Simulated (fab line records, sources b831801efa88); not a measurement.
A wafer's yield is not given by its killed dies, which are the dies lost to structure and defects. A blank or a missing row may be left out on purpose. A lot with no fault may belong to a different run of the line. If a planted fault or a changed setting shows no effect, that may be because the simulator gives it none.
One fault seen from 2 desks / flow sky130 / numbers are kept per desk, each desk with only its own; the story behind them comes last

AT THE METROLOGY DESK
What the gauges read for every lot (on any tool): the sampled wafers with a number, averaged. The brackets show how far a lot's mean lies from the usual mean; more than 4 standard deviations puts the lot out of limits, marked OUT.
Columns: A = METAL1_OVL at SKY_METAL1_OVL_MEAS_16, usual -1 nm; B = VIA1_OVL at SKY_VIA1_OVL_MEAS_13, usual -6 nm; C = VIA2_HDPCVD_THK at SKY_VIA2_THK_MEAS_01, usual 1185 nm
lot=L214; first seen here=day 32 21:50; A=-8; B=-3; C=1175
lot=L216; first seen here=day 33 23:08; A=5; B=-14; C=1201
lot=L217; first seen here=day 34 00:23; A=5; B=-2; C=1188
lot=L218; first seen here=day 34 10:38; A=1; B=-10; C=1183
lot=L219; first seen here=day 34 18:59; A=3; B=-8; C=1194
lot=L220; first seen here=day 35 06:46; A=-10; B=-7; C=1184
lot=L221; first seen here=day 35 09:07; A=-6; B=-4; C=1184
lot=L223; first seen here=day 36 08:36; A=0; B=-5; C=1190
lot=L226; first seen here=day 37 07:38; A=4; B=-11; C=1182
lot=L227; first seen here=day 37 14:26; A=-2; B=-4; C=1172
lot=L230; first seen here=day 38 08:13; A=-4; B=-6; C=1147 (-4.1) OUT
lot=L236; first seen here=day 40 14:09; A=14; B=-8; C=1195
This desk finds L230 out of limits, with the earliest case on L230 at day 40 13:22 (VIA2_HDPCVD_THK at SKY_VIA2_THK_MEAS_01). L214, L216, L217, L218, L219, L220, L221, L223, L226, L227, L236 stayed within limits.

THE TOOL OWNER'S DESK: hdpcvd-02
The tool's own readings at SKY_VIA2_HDPCVD_00 (deposits SiO2, target thk 1180 nm, time 196.7 s): means of the sampled wafers that have a number, for each lot that ran on this tool. The brackets show how far a lot's mean lies from the usual mean; more than 4 standard deviations puts the lot out of limits, marked OUT.
Columns: A = run-length-s at SKY_VIA2_HDPCVD_00, usual 225.1 s
lot=L216; first seen here=day 36 07:13; A=224.6
lot=L217; first seen here=day 36 08:32; A=225.1
lot=L219; first seen here=day 37 03:49; A=225.0
lot=L221; first seen here=day 37 16:43; A=225.0
lot=L226; first seen here=day 39 13:57; A=224.8
lot=L227; first seen here=day 39 20:48; A=221.7 (-7.3) OUT
lot=L230; first seen here=day 40 13:14; A=218.8 (-14) OUT
This desk's finding: out of limits on L227, L230; first on L227, day 39 20:48 (run-length-s at SKY_VIA2_HDPCVD_00). L216, L217, L219, L221, L226 stayed within limits.

BROUGHT TOGETHER
The tool owner's desk could have raised an alarm at day 39 20:48, on L227, L230.
On L230, the metrology desk was in a position to raise an alarm at day 40 13:22.
The metrology desk holds a record of L227, inside its limits.
On hdpcvd-02, each named lot ran SKY_VIA2_HDPCVD_00.

WHAT THE SIMULATOR HAD INSERTED
hdpcvd-02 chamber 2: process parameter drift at SKY_VIA2_HDPCVD_00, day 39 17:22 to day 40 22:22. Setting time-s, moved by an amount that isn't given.
Lots struck among those shown: L227, L230.
Delay (hours) between the fault's onset and each desk's first out-of-limits reading: 3 at the tool owner's desk, 20 at the metrology desk.
